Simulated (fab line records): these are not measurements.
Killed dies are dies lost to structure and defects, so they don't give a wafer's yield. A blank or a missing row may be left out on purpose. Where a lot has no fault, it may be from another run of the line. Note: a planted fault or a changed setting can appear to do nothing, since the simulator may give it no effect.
fab line records ; flow sky130
record lots=11; wafers=33; last-day=50
route steps=708 shown GATE_OXIDE@197 POLY_GATE@236 LDD_LDN@301 SPACER@304
lots untouched by any fault: they come from a run of this same line in which no faults occurred
start-h: the number of hours between the record's first day and the start of the first shown wafer of the lot ; wait-h: hours from the lot's prior step to this one ; " same as the row above ; L1.1+2: a single row standing in for several wafers ; - value missing, or start not given ; * or withheld: withheld ; < > ~ a bound
route shown NAME@n: NAME is a module with steps in the file, n the number in the route of the first one ; usual: mean/standard deviation of fault-free wafers ; same: alike in all rows ; chamber/n: place in a boat ; sites: each site's reading ; _std_site: standard deviation of those values ; _edge_site: inner sites' mean taken away from outer sites' mean ; radius-mm: how far each site lies from the wafer's centre ; mask NAME#n: copy n ; behind: tool/chamber where the wafer was last shaped ; hold: the reason the lot was held/the length of the hold in hours/how it ended ; device: names the non-switching transistor (n, p or np) ; end of line: the same wafers' tests at the end of the route ; step lacking rows: just its recipe ; killed: dies that structure and defects cost at the first sort, which is not the same as the wafer's yield ; map: dies across one wafer; x = killed, . = not, _ = none there
set.NAME: setting as actually run; set.NAME@STEP: the setting as run at that earlier step ; model.NAME: the simulator's own value behind a step, which no gauge read
the route's steps for a sample of lots (tables are steps, rows are wafers)
services: the hour from which a tool's chamber was out of use, counted from the record's first day as start-h (under 0 if before that day), plus the number of hours and why
## steps
# step SKY_GATE_OXIDE_OVL_MEAS_10
# usual GATE_OXIDE_OVL=0.1/1.3
lot.wafer;tool;chamber;start-h;wait-h;GATE_OXIDE_OVL[nm]
L273.3;overlay-02;-;304.71;0.1;-0.1
L273.5;overlay-02;-;304.71;0.1;0.0
L273.6;overlay-02;-;304.71;0.1;-0.6
L274.1;overlay-01;-;311.27;0.1;1.8
L274.3;overlay-01;-;311.27;0.1;1.6
L274.5;overlay-01;-;311.27;0.1;1.8
L276.2;overlay-01;-;336.82;0.1;-0.3
L276.5;overlay-01;-;336.82;0.1;0.6
L276.6;overlay-01;-;336.82;0.1;-0.2
L279.3;overlay-02;-;359.88;0.1;0.5
L279.4;overlay-02;-;359.88;0.1;0.2
L279.6;overlay-02;-;359.88;0.1;0.3
L280.2;overlay-02;-;369.80;0.1;-1.0
L280.3;overlay-02;-;369.80;0.1;2.1
L280.6;overlay-02;-;369.80;0.1;-0.3
L283.2;overlay-01;-;390.22;0.1;0.8
L283.4;overlay-01;-;390.22;0.1;0.3
L283.5;overlay-01;-;390.22;0.1;-0.5
L284.2;overlay-02;-;400.03;0.1;1.0
L284.3;overlay-02;-;400.03;0.1;0.5
L284.4;overlay-02;-;400.03;0.1;1.3
L293.4;overlay-01;-;483.19;0.1;-0.6
L293.5;overlay-01;-;483.19;0.1;-0.4
L293.6;overlay-01;-;483.19;0.1;-0.1
L294.1;overlay-01;-;486.16;0.1;-1.3
L294.2;overlay-01;-;486.16;0.1;-0.5
L294.5;overlay-01;-;486.16;0.1;-2.6
L295.1;overlay-01;-;497.34;0.1;1.8
L295.5;overlay-01;-;497.34;0.1;-0.6
L295.6;overlay-01;-;497.34;0.1;1.4
L296.1;overlay-02;-;501.07;0.1;-2.0
L296.4;overlay-02;-;501.07;0.1;-1.6
L296.6;overlay-02;-;501.07;0.1;-1.3
# step SKY_POLY_GATE_CD_MEAS_22
# usual cd-nm=150.4/1.9
lot.wafer;tool;chamber;start-h;wait-h;cd-nm
L273.3;cd-sem-02;-;367.76;0.1;152.6
L273.5;cd-sem-02;-;367.76;0.1;152.0
L273.6;cd-sem-02;-;367.76;0.1;149.4
L274.1;cd-sem-01;-;376.58;0.1;150.5
L274.3;cd-sem-01;-;376.58;0.1;149.7
L274.5;cd-sem-01;-;376.58;0.1;150.1
L276.2;cd-sem-01;-;401.65;0.1;149.8
L276.5;cd-sem-01;-;401.65;0.1;150.9
L276.6;cd-sem-01;-;401.65;0.1;150.3
L279.3;cd-sem-01;-;427.98;0.1;150.3
L279.4;cd-sem-01;-;427.98;0.1;151.1
L279.6;cd-sem-01;-;427.98;0.1;149.5
L280.2;cd-sem-02;-;440.28;0.1;146.2
L280.3;cd-sem-02;-;440.28;0.1;150.5
L280.6;cd-sem-02;-;440.28;0.1;145.6
L283.2;cd-sem-02;-;458.21;0.1;149.6
L283.4;cd-sem-02;-;458.21;0.1;148.6
L283.5;cd-sem-02;-;458.21;0.1;146.2
L284.2;cd-sem-02;-;471.01;0.1;150.2
L284.3;cd-sem-02;-;471.01;0.1;154.2
L284.4;cd-sem-02;-;471.01;0.1;148.3
L293.4;cd-sem-01;-;550.85;0.1;148.1
L293.5;cd-sem-01;-;550.85;0.1;146.7
L293.6;cd-sem-01;-;550.85;0.1;149.1
L294.1;cd-sem-01;-;553.28;0.1;154.0
L294.2;cd-sem-01;-;553.28;0.1;152.6
L294.5;cd-sem-01;-;553.28;0.1;150.3
L295.1;cd-sem-02;-;565.53;0.1;150.9
L295.5;cd-sem-02;-;565.53;0.1;152.8
L295.6;cd-sem-02;-;565.53;0.1;150.6
L296.1;cd-sem-01;-;569.05;0.1;151.1
L296.4;cd-sem-01;-;569.05;0.1;148.9
L296.6;cd-sem-01;-;569.05;0.1;150.0
# step SKY_LDD_LDN_STRIP_12
# recipe chemistry=O2/N2; power-w=1400; pressure-mtorr=1500; platen-temp-c=withheld; o2-flow-sccm=3000; n2-flow-sccm=300; overash-fraction=0.5
# usual drypump-motor-current-A=5.75/0.2; oes-product-au=0.716/0.0045; strip-time-to-endpoint-s=14.19/0.04
lot.wafer;tool;chamber;start-h;wait-h;drypump-motor-current-A;oes-product-au;rf-hours-counter-h;strip-time-to-endpoint-s
L273.3;plasma-asher-04;1;520.16;0.1;5.76;0.713;-;14.19
L273.5;plasma-asher-04;0;520.16;0.1;5.82;0.715;-;14.22
L273.6;plasma-asher-04;1;520.16;0.1;5.77;0.711;-;14.23
L274.1;plasma-asher-02;1;530.96;0.1;5.53;0.722;88;14.22
L274.3;plasma-asher-02;1;530.96;0.1;5.53;0.716;-;14.18
L274.5;plasma-asher-02;1;530.96;0.1;5.54;0.714;-;14.16
L276.2;plasma-asher-01;0;557.23;0.1;6.06;0.720;71;14.16
L276.5;plasma-asher-01;0;557.23;0.1;6.07;0.719;-;14.17
L276.6;plasma-asher-01;1;557.23;0.1;5.60;0.710;-;14.17
L279.3;plasma-asher-02;0;582.01;0.1;5.64;0.724;-;14.25
L279.4;plasma-asher-02;1;582.01;0.1;5.53;0.716;-;14.22
L279.6;plasma-asher-02;0;582.01;0.1;5.65;0.711;-;14.20
L280.2;plasma-asher-01;0;593.27;0.1;6.10;0.719;75;14.28
L280.3;plasma-asher-01;0;593.27;0.1;6.10;0.715;-;14.24
L280.6;plasma-asher-01;1;593.27;0.1;5.57;0.716;-;14.23
L283.2;plasma-asher-04;0;611.56;0.1;5.78;0.715;18;14.18
L283.4;plasma-asher-04;1;611.56;0.1;5.79;0.709;-;14.19
L283.5;plasma-asher-04;1;611.56;0.1;5.79;0.720;-;14.21
L284.2;plasma-asher-04;0;621.81;0.1;5.80;0.711;19;14.15
L284.3;plasma-asher-04;1;621.81;0.1;5.76;0.713;-;14.11
L284.4;plasma-asher-04;0;621.81;0.1;5.81;0.722;-;14.16
L293.4;plasma-asher-01;1;699.56;0.1;5.59;0.714;-;14.18
L293.5;plasma-asher-01;1;699.56;0.1;5.62;0.711;-;14.17
L293.6;plasma-asher-01;0;699.56;0.1;6.09;0.721;-;14.18
L294.1;plasma-asher-01;0;700.63;0.1;6.08;0.710;86;14.24
L294.2;plasma-asher-01;1;700.63;0.1;5.57;0.717;86;14.23
L294.5;plasma-asher-01;0;700.63;0.1;6.07;0.714;-;14.21
L295.1;plasma-asher-01;1;711.73;0.1;5.63;0.723;87;14.12
L295.5;plasma-asher-01;1;711.73;0.1;5.59;0.715;-;14.11
L295.6;plasma-asher-01;0;711.73;0.1;6.09;0.713;-;14.10
L296.1;plasma-asher-01;1;712.83;0.1;5.55;0.714;87;14.16
L296.4;plasma-asher-01;0;712.83;0.1;6.09;0.723;-;14.17
L296.6;plasma-asher-01;0;712.83;0.1;6.08;0.711;-;14.17
# step SKY_SPACER_CVD_00
# recipe material=Si3N4; precursor=DCS/NH3; target-thk-nm=43.1; temp-c=770; time-s=740; pressure-mtorr=250
# usual spike-tc-bottom-C=788/3; spike-tc-upper-C=770.0/1.1
lot.wafer;tool;chamber;start-h;wait-h;spike-tc-bottom-C;spike-tc-upper-C
L273.3;lpcvd-02;1;521.44;1.1;786;767.9
L273.5;lpcvd-02;1;521.44;1.1;786;769.7
L273.6;lpcvd-02;1;521.44;1.1;786;771.4
L274.1;lpcvd-02;0;531.17;0.0;789;769.7
L274.3;lpcvd-02;0;531.17;0.0;792;771.5
L274.5;lpcvd-02;0;531.17;0.0;790;770.4
L276.2;lpcvd-02;0;557.44;0.0;790;772.0
L276.5;lpcvd-02;0;557.44;0.0;791;769.2
L276.6;lpcvd-02;0;557.44;0.0;791;771.9
L279.3;lpcvd-02;1;582.87;0.7;785;769.9
L279.4;lpcvd-02;1;582.87;0.7;785;768.1
L279.6;lpcvd-02;1;582.87;0.7;787;768.6
L280.2;lpcvd-02;1;593.48;0.0;786;769.3
L280.3;lpcvd-02;1;593.48;0.0;786;768.3
L280.6;lpcvd-02;1;593.48;0.0;785;768.9
L283.2;lpcvd-02;0;614.75;3.0;792;771.2
L283.4;lpcvd-02;0;614.75;3.0;791;770.0
L283.5;lpcvd-02;0;614.75;3.0;792;769.1
L284.2;lpcvd-02;1;622.98;1.0;786;770.7
L284.3;lpcvd-02;1;622.98;1.0;786;771.7
L284.4;lpcvd-02;1;622.98;1.0;784;771.0
L293.4;lpcvd-02;1;699.75;0.0;785;771.1
L293.5;lpcvd-02;1;699.75;0.0;787;770.3
L293.6;lpcvd-02;1;699.75;0.0;787;770.3
L294.1;lpcvd-02;1;702.46;1.6;785;771.5
L294.2;lpcvd-02;1;702.46;1.6;786;771.8
L294.5;lpcvd-02;1;702.46;1.6;784;768.6
L295.1;lpcvd-02;1;711.94;0.0;786;770.4
L295.5;lpcvd-02;1;711.94;0.0;785;768.1
L295.6;lpcvd-02;1;711.94;0.0;785;771.9
L296.1;lpcvd-02;0;713.15;0.1;791;769.5
L296.4;lpcvd-02;0;713.15;0.1;791;771.6
L296.6;lpcvd-02;0;713.15;0.1;790;768.6
# step SKY_SPACER_THK_MEAS_01
# recipe reads=Si3N4_of_SPACER_CVD_00
# usual SPACER_CVD_00_THK=42.9/0.41
lot.wafer;tool;chamber;start-h;wait-h;hold;SPACER_CVD_00_THK[nm]
L273.3;film-metro-03;-;522.67;0.0;-;43.6
L273.5;film-metro-03;-;522.67;0.0;-;43.8
L273.6;film-metro-03;-;522.67;0.0;-;43.4
L274.1;film-metro-04;-;532.38;0.0;-;43.0
L274.3;film-metro-04;-;532.38;0.0;-;42.6
L274.5;film-metro-04;-;532.38;0.0;-;42.8
L276.2;film-metro-04;-;558.66;0.0;-;42.6
L276.5;film-metro-04;-;558.66;0.0;-;42.5
L276.6;film-metro-04;-;558.66;0.0;-;42.6
L279.3;film-metro-03;-;584.10;0.0;-;42.7
L279.4;film-metro-03;-;584.10;0.0;-;42.5
L279.6;film-metro-03;-;584.10;0.0;-;42.8
L280.2;film-metro-02;-;594.70;0.0;-;43.3
L280.3;film-metro-02;-;594.70;0.0;-;43.2
L280.6;film-metro-02;-;594.70;0.0;-;43.4
L283.2;film-metro-04;-;615.97;0.0;-;42.6
L283.4;film-metro-04;-;615.97;0.0;-;42.9
L283.5;film-metro-04;-;615.97;0.0;-;42.3
L284.2;film-metro-02;-;624.19;0.0;await-dispo/0.2h/release;31.6
L284.3;film-metro-02;-;624.19;0.0;await-dispo/0.2h/release;31.7
L284.4;film-metro-02;-;624.19;0.0;await-dispo/0.2h/release;31.7
L284.2;film-metro-02;-;624.42;0.2;-;31.6
L284.3;film-metro-02;-;624.42;0.2;-;31.8
L284.4;film-metro-02;-;624.42;0.2;-;31.8
L293.4;film-metro-03;-;702.49;0.0;-;43.2
L293.5;film-metro-03;-;702.49;0.0;-;43.3
L293.6;film-metro-03;-;702.49;0.0;-;43.1
L294.1;film-metro-03;-;705.17;0.0;-;42.0
L294.2;film-metro-03;-;705.17;0.0;-;41.5
L294.5;film-metro-03;-;705.17;0.0;-;42.3
L295.1;film-metro-03;-;713.15;0.0;-;42.9
L295.5;film-metro-03;-;713.15;0.0;-;42.9
L295.6;film-metro-03;-;713.15;0.0;-;43.2
L296.1;film-metro-02;-;714.36;0.0;-;43.1
L296.4;film-metro-02;-;714.36;0.0;-;43.2
L296.6;film-metro-02;-;714.36;0.0;-;43.2
# step SKY_SPACER_ETCHBACK_02
# recipe chemistry=CH3F/O2; target=Si3N4; stop-on=SiO2; source-w=400; bias-w=80; pressure-mtorr=25; ch3f-flow-sccm=40; O2_flow_sccm=30; time-s=46.7; target-depth-a=450
# usual drypump-motor-current-A=5.6/0.52; oes-product-au=0.853/0.0064; throttle-valve-pct=10.562/0.009
# same time-s=46.7
lot.wafer;tool;chamber;start-h;wait-h;hold;drypump-motor-current-A;oes-product-au;rf-hours-counter-h;throttle-valve-pct
L273.3;rie-diel-03;2;522.71;0.0;-;5.1;0.862;72;10.562
L273.5;rie-diel-03;2;522.71;0.0;-;5.2;0.858;-;10.580
L273.6;rie-diel-03;1;522.71;0.0;-;6.7;0.859;-;10.570
L274.1;rie-diel-02;2;532.44;0.1;-;5.7;0.860;8;10.560
L274.3;rie-diel-02;3;532.44;0.1;-;5.4;0.847;20;10.552
L274.5;rie-diel-02;2;532.44;0.1;-;5.7;0.854;-;10.565
L276.2;rie-diel-01;3;558.71;0.0;-;5.7;0.851;5;10.555
L276.5;rie-diel-01;2;558.71;0.0;-;5.8;0.858;-;10.558
L276.6;rie-diel-01;1;558.71;0.0;-;4.9;0.846;-;10.559
L279.3;rie-diel-01;3;584.14;0.0;-;5.7;0.856;6;10.562
L279.4;rie-diel-01;0;584.14;0.0;-;5.9;0.844;-;10.561
L279.6;rie-diel-01;1;584.14;0.0;-;4.9;0.848;-;10.569
L280.2;rie-diel-01;3;594.75;0.0;-;5.7;0.858;6;10.564
L280.3;rie-diel-01;3;594.75;0.0;-;5.7;0.853;-;10.562
L280.6;rie-diel-01;0;594.75;0.0;-;5.9;0.855;-;10.568
L283.2;rie-diel-03;0;616.02;0.0;-;5.6;0.847;9;10.559
L283.4;rie-diel-03;1;616.02;0.0;-;6.7;0.849;3;10.555
L283.5;rie-diel-03;2;616.02;0.0;-;5.2;0.854;-;10.552
L284.2;rie-diel-02;0;630.05;5.6;await-dispo/5.6h/release;5.7;0.722;14;10.557
L284.3;rie-diel-02;1;630.05;5.6;await-dispo/5.6h/release;6.3;0.726;45;10.542
L284.4;rie-diel-02;2;630.05;5.6;await-dispo/5.6h/release;5.7;0.730;10;10.560
L293.4;rie-diel-03;2;702.52;0.0;-;5.2;0.859;2;10.550
L293.5;rie-diel-03;2;702.52;0.0;-;5.2;0.857;-;10.550
L293.6;rie-diel-03;1;702.52;0.0;-;6.7;0.855;-;10.570
L294.1;rie-diel-03;2;705.23;0.1;-;5.2;0.841;3;10.553
L294.2;rie-diel-03;0;705.23;0.1;-;5.6;0.842;11;10.553
L294.5;rie-diel-03;1;705.23;0.1;-;6.7;0.847;-;10.554
L295.1;rie-diel-01;1;713.21;0.1;-;4.9;0.852;40;10.556
L295.5;rie-diel-01;2;713.21;0.1;-;5.8;0.845;-;10.568
L295.6;rie-diel-01;1;713.21;0.1;-;4.9;0.862;-;10.554
L296.1;rie-diel-03;2;714.42;0.1;-;5.2;0.858;3;10.570
L296.4;rie-diel-03;3;714.42;0.1;-;4.8;0.850;18;10.553
L296.6;rie-diel-03;2;714.42;0.1;-;5.2;0.856;-;10.554
## services
tool;chamber;start-h;hours;kind
plasma-asher-01;-;508.07;11.0;repair
rie-diel-01;1;513.71;15.9;repair
plasma-asher-01;-;520.33;11.1;repair
plasma-asher-04;-;531.53;8.6;repair
rie-diel-01;0;545.92;15.7;repair
lpcvd-02;-;546.89;2.8;pm
rie-diel-01;2;573.42;-;clean
rie-diel-01;2;573.42;25.9;scheduled-down
rie-diel-02;0;580.45;4.2;repair
rie-diel-02;0;587.60;8.4;repair
rie-diel-02;3;591.47;3.3;repair
rie-diel-02;2;591.71;2.5;repair
rie-diel-03;2;592.42;-;clean
rie-diel-03;2;592.42;19.9;scheduled-down
rie-diel-03;2;592.42;19.9;vent-cycle
rie-diel-01;1;594.20;1.3;repair
rie-diel-02;2;603.24;9.4;repair
rie-diel-01;3;616.17;1.9;repair
rie-diel-03;1;654.45;24.7;repair
rie-diel-03;3;660.09;6.6;repair
plasma-asher-02;-;665.20;16.8;repair
rie-diel-02;0;685.81;2.6;repair
rie-diel-01;3;687.91;8.4;repair
rie-diel-03;3;689.28;3.3;repair
## key
first-sign step=SKY_SPACER_THK_MEAS_01; reading=visit; direction=added
effect step=SKY_SPACER_THK_MEAS_01; reading=SPACER_CVD_00_THK; direction=down; sigmas=28; usual=42.9; struck=31.7
effect step=SKY_SPACER_ETCHBACK_02; reading=oes-product-au; direction=down; sigmas=20; usual=0.853; struck=0.726
met-at SKY_SPACER_CVD_00
struck-lots L284
struck-wafers L284.2,L284.3,L284.4
tester-left-out L284
not-acting-at SKY_GATE_OXIDE_OVL_MEAS_10,SKY_POLY_GATE_CD_MEAS_22,SKY_LDD_LDN_STRIP_12
onset-between 593.48 622.98
fault kind=process-parameter-drift; tool=lpcvd-02; chamber=1; onset-h=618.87; steps=SKY_SPACER_CVD_00; channel=target-thk-nm; offset=-11.428; shape=step; end-h=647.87; acts-in=these-recipes-only; stated=43.1
# tester-left-out: of these lots the tester's yield and bins aren't shown, on N5 and GAA mostly nor the transistor test; their killed dies are dies lost to structure and defects alone, not to doping, threshold or leakage, so they don't give the yield
